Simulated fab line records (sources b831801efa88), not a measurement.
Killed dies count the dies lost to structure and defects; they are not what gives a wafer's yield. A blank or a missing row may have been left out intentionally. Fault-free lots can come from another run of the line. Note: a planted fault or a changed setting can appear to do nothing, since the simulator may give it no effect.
Chamber matching | flow gf180mcu | GF_POLY_GATE_ETCH_13 on rie si-02: 4 sister chambers
The step etches poly-Si in HBr/Cl2, stops on SiO2, target depth 198.5 nm, time 69.6 s. 16 wafers are shown with their chamber, then 8 later ones without.

WAFERS, EACH WITH ITS CHAMBER
wafer  | chamber | drypump motor current A (A) | HBr_flow_sccm (sccm) | oes product au (a.u.)
L371.3 | 2       | 4.8                         | 149.4                | 0.989
L371.5 | 0       | 5.9                         | 150.5                | 1.001
L371.6 | 3       | 6.1                         | 150.5                | 1.002
L372.4 | 2       | 4.8                         | 149.6                | 0.990
L372.5 | 2       | 4.8                         | 149.9                | 0.993
L372.6 | 1       | 5.8                         | 150.0                | 0.983
L375.2 | 1       | 5.8                         | 149.6                | 0.990
L375.4 | 3       | 6.1                         | 150.4                | 0.998
L375.5 | 1       | 5.8                         | 149.7                | 0.987
L376.1 | 2       | 4.8                         | 149.9                | 0.987
L376.2 | 1       | 5.8                         | 149.8                | 0.999
L376.3 | 3       | 6.1                         | 150.4                | 0.988
L377.1 | 0       | 6.0                         | 150.2                | 0.992
L377.4 | 2       | 4.8                         | 149.8                | 0.987
L377.5 | 1       | 5.8                         | 150.3                | 0.993
L389.2 | 0       | 6.0                         | 149.6                | 1.005

SIGNATURES (means of the wafers above)
reading                 | chamber 0 | chamber 1 | chamber 2 | chamber 3 | scatter within a chamber
drypump motor current A | 5.967     | 5.800     | 4.800     | 6.100     | 0.0236
HBr_flow_sccm           | 150.100   | 149.880   | 149.720   | 150.433   | 0.277
oes product au          | 0.99933   | 0.99040   | 0.98920   | 0.99600   | 0.00551
Rule: distance of a wafer from a chamber = root of the sum over the readings of ((wafer's reading minus chamber's mean) / reading's scatter) squared. If the next closest chamber is less than 2 further off than the closest, the wafer can't be placed; otherwise it belongs to the closest. How the scatter is found: for the shown wafers, subtract from each reading the mean of its chamber, square and add these, divide the total by (wafers less chambers), then take the root.

WAFERS WITHOUT THEIR CHAMBER
wafer  | drypump motor current A (A) | HBr_flow_sccm (sccm) | oes product au (a.u.)
L389.4 | 5.8                         | 149.4                | 0.986
L389.6 | 6.1                         | 149.9                | 1.005
L392.1 | 5.8                         | 149.5                | 1.002
L392.4 | 4.8                         | 149.4                | 0.989
L392.6 | 5.8                         | 149.7                | 1.001
L394.2 | 5.8                         | 149.8                | 0.997
L394.4 | 6.0                         | 150.1                | 0.995
L394.5 | 6.0                         | 150.8                | 0.995

WHICH CHAMBER EACH WENT THROUGH
wafer  | from the rows above     | in truth
L389.4 | 1                       | 1
L389.6 | 3                       | 3
L392.1 | 1                       | 1
L392.4 | 2                       | 2
L392.6 | 1                       | 1
L394.2 | 1                       | 1
L394.4 | 0                       | 0
L394.5 | can't be placed: 0 or 3 | 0
7 of 8 placed correctly. From these rows, 1 cannot be placed; in 1 the true chamber is one of the candidates. Wrongly placed: 0.
